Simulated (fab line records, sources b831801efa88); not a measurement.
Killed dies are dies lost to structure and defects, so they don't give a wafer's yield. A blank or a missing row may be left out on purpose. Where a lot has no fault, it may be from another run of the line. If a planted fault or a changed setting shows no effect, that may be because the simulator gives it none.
Problem report in the 8D (eight disciplines) form, filled by code | flow sky130 | the parts of the form that need people (team, actions taken, sign-off) are left out

1. THE ISSUE
CONTACT_CVD_00_THK at SKY_CONTACT_THK_MEAS_01 reads a mean of 103.6 nm on 6 wafers of 2 lots; wafers without a fault read 75.1 nm with a standard deviation of 0.84. That puts it +34 standard deviations away from the usual mean.
Seen first at day 33 06:58 on film metro-03, wafer L162.1. The record has a number at this step for 33 wafers belonging to 11 lots. Rule for "out" (also "out of limits"): further than 4 standard deviations from the usual mean. Any other wafer with a number is counted as sound.

2. WHAT IT IS; WHAT IT IS NOT
question                    | is                           | is not
which readings at this step | CONTACT_CVD_00_THK           | -
which lots                  | L162, L163                   | L154, L155, L157, L159, L170, L171, L174, L175, L177
which wafers of those lots  | all that have a number       | -
read on which gauges        | film metro-01, film metro-03 | film metro-02
when                        | from day 33 06:58            | up to then (12 sound wafers); but 15 sound wafers of L170, L171, L174, L175, L177 came after

3. THE SUSPECTS, EACH WITH WHAT RULES IT OUT
Counting: a tool stays on the suspect list if, at a process step up to the reading, it processed all lots that are out and no sound lot following the first of them.
- the gauge at SKY_CONTACT_THK_MEAS_01: ruled out. The wafers that are out were read on 2 gauges (film metro-01, film metro-03).
- rie metal-02 at SKY_LOCAL_INTERCONNECT_ETCH_13 (etches BARC in N2/H2, stops on SiO2, time 45.9 s, target depth 60 nm): ruled out as a lasting fault. The sound lots L175 went through it after L162, its earliest lot that is out (day 33 06:14).
- pecvd-01 at SKY_CONTACT_CVD_00 (deposits Si3N4, target thk 75 nm): ruled out as a lasting fault. The sound lots L174, L177 went through it after L162, its earliest lot that is out (day 33 06:56).
Left after counting: nothing in the record.

4. THE CAUSE (what the simulator had put in)
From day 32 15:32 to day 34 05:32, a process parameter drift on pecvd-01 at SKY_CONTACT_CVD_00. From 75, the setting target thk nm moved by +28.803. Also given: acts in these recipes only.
It was ruled out by counting, in error; the rule expects a fault to strike all lots run on its tool from its start on, and this fault did not.

5. SEQUENCE OF EFFECTS, ordered by route
One row per reading whose mean, taken over the struck wafers that have a number, lies over 3 standard deviations from the usual. Only readings whose record carries a usual standard deviation are examined. hours: median over the lots of the time between each lot's start at the first step of this table that gives one and its start at this step. sigmas: the change, counted in usual standard deviations.
hours | step                    | reading            | usual      | on struck wafers | change | sigmas
0     | SKY_CONTACT_THK_MEAS_01 | CONTACT_CVD_00_THK | 75.1 nm    | 103.6            | +28.5  | +34
-     | SKY_CONTACT_ETCH_18     | oes product au     | 0.856 a.u. | 1.000            | +0.144 | +19
-     | SKY_CONTACT_ETCH_18     | throttle valve pct | 8.794 %    | 8.833            | +0.039 | +4.2
349   | SKY_PAD_OPEN_PROBE_99   | killed at contacts | 24         | 424              | +400   | +76
349   | SKY_PAD_OPEN_PROBE_99   | killed dies        | 87         | 484              | +398   | +36
349   | SKY_PAD_OPEN_PROBE_99   | killed on rim      | 17         | 90               | +74    | +19
Process steps it contains:
- SKY_CONTACT_ETCH_18: etches Si3N4 in CHF3/O2, stops on TiN, time 39 s, target depth 75 nm.
- SKY_PAD_OPEN_PROBE_99

6. HOW IT WOULD HAVE BEEN CAUGHT EARLIER
The first out-of-limits reading at a measuring or inspecting step in this record came at day 33 06:58, 15 hours after the fault's start at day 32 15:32.
No tool reading at SKY_CONTACT_CVD_00 that has a usual standard deviation in the record was out on any struck wafer, so an alarm limit of 4 standard deviations on those readings would not have fired.
